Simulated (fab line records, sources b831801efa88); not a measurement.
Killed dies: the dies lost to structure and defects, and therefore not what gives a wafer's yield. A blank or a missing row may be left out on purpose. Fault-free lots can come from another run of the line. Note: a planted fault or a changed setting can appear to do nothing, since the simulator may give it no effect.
A struck lot beside a sound one | flow sfq line | 17 steps out of a route of 325
Sound: the wafers L587.1, L587.2, L587.4. The struck wafers were L595.1, L595.2, L595.6. At the end, the cause is stated.
At each step with rows: each side's tool, then ch and its chambers, then its first start. Under that, the readings that differ: sound wafers | struck wafers | difference of the means | sigmas: that difference in standard deviations of wafers without a fault.
alike: a reading whose means differ by less than 2 such deviations, as well as words and numbers matching on both sides. not compared: withheld readings; readings where some wafer has no value; bounds like >300 that might hide an equal value; numbers whose values overlap and for which the record gives no deviation.
A row with sigmas, a row that says differs or no value, or rows on one side alone: a step with any of these is where the two part. When numbers do not overlap yet have no deviation, they are printed without sigmas and do not part them. A reading that every wafer of one side lacks parts them only if that side has two wafers or more.

SFQ_TRILAYER_I1_VIA_BARC_OPEN_VIA_ETCH_071: etches BARC in O2, target depth 125 nm, time 41.7 s.
  sound on rie diel-01 ch 1,2,3, day 23 15:10; struck on rie diel-02 ch 1,2,3, day 27 16:10
  alike: drypump motor current A, oes product au, rf fwd power W
  not compared: rf hours counter h
SFQ_TRILAYER_I1_VIA_ETCH_VIA_ETCH_052: etches SiO2 in CHF3, stops on Nb, target depth 260 nm.
  sound on rie diel-01 ch 1,2,3, day 23 15:12; struck on rie diel-02 ch 1,2,3, day 27 16:13
  alike: drypump motor current A, oes product au, rf fwd power W
SFQ_TRILAYER_I1_VIA_STRIP_STRIP_053: strips in O2.
  sound on rie metal-01 ch 0,1, day 23 15:19; struck on rie metal-04 ch 0, day 27 16:19
  alike: drypump motor current A, oes product au
  not compared: rf hours counter h
then, 2 steps without rows for these wafers: SFQ_TRILAYER_I1_VIA_STRIP_SOLV_CLEAN_054 (cleans in NMP, time 600 s); SFQ_TRILAYER_M2_DEP_PRE_CLEAN_056 (time 22.5 s).
SFQ_TRILAYER_M2_DEP_SPUTTER_055: material Nb, target thk 200 nm, time 133.3 s.
  sound on pvd sputter-04 at day 23 16:07; struck on pvd sputter-06 at day 27 17:43
  alike: chamber pressure pa, substrate temp c, throttle valve pct
SFQ_M2_RS_MEAS_914: measures by four-point-probe.
  sound on film metro-03 at day 23 16:13; struck on film metro-03 at day 27 17:49
  alike: M2_NB_RS
then, 4 steps without rows for these wafers: SFQ_TRILAYER_M2_LITHO_COAT_062 (resist thk 62 nm); SFQ_TRILAYER_M2_LITHO_COAT_057 (resist thk 600 nm); SFQ_TRILAYER_M2_LITHO_SOFTBAKE_061; SFQ_TRILAYER_M2_LITHO_EXPOSE_058 (exposes mask M2, target cd 500 nm).
-- the record jumps here: 7 days lie between the struck wafers' starts before and after --
SFQ_TRILAYER_M2_LITHO_PEB_060: peb time 60 s.
  sound on litho track-02 ch 0, day 30 07:25; struck on litho track-04 ch 0, day 34 09:56
  reading                  | sound             | struck            | difference | sigmas
  heater power total W (W) | 79.28 79.24 79.21 | 85.68 85.68 85.70 | +6.44      | +88
then, 1 step without rows for these wafers: SFQ_TRILAYER_M2_LITHO_DEVELOP_059 (time 60 s).
SFQ_M2_OVL_MEAS_916:
  sound on overlay-01 at day 30 07:43; struck on overlay-02 at day 34 10:14
  alike: M2_OVL
SFQ_TRILAYER_M2_BARC_OPEN_METAL_ETCH_077: etches BARC in O2, target depth 125 nm, time 43.11 s.
  sound on rie metal-04 ch 0,1, day 30 07:45; struck on rie metal-04 ch 0,1, day 34 10:17
  reading             | sound             | struck          | difference | sigmas
  model.M2.cd nm (nm) | 499.7 499.5 500.5 | 536 536.5 534.3 | +36        |
  alike: drypump motor current A, oes product au
  not compared: rf hours counter h
SFQ_TRILAYER_M2_ETCH_METAL_ETCH_060: etches Nb in Cl2/Ar, stops on SiO2, target depth 240 nm, time 120 s.
  sound on rie metal-04 ch 0,1, day 30 07:49; struck on rie metal-04 ch 0,1, day 34 10:20
  reading             | sound             | struck          | difference | sigmas
  model.M2.cd nm (nm) | 498.3 500.5 501.7 | 535.6 537.2 535 | +35.8      |
  alike: drypump motor current A, oes product au, rf fwd power W
  not compared: rf hours counter h
SFQ_TRILAYER_M2_STRIP_STRIP_061: strips in O2.
  sound on rie metal-04 ch 0,1, day 30 07:56; struck on rie metal-04 ch 0,1, day 34 10:28
  alike: drypump motor current A, oes product au
  not compared: rf hours counter h

## WHERE THEY PART
SFQ_TRILAYER_M2_LITHO_PEB_060 only, going by this record. Later steps at which nothing parts them and some readings are alike: SFQ_M2_OVL_MEAS_916, SFQ_TRILAYER_M2_BARC_OPEN_METAL_ETCH_077, SFQ_TRILAYER_M2_ETCH_METAL_ETCH_060, SFQ_TRILAYER_M2_STRIP_STRIP_061.

WHY: the cause the simulator had injected
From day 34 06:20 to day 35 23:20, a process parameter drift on litho track-04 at SFQ_TRILAYER_M2_LITHO_PEB_060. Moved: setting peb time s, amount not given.
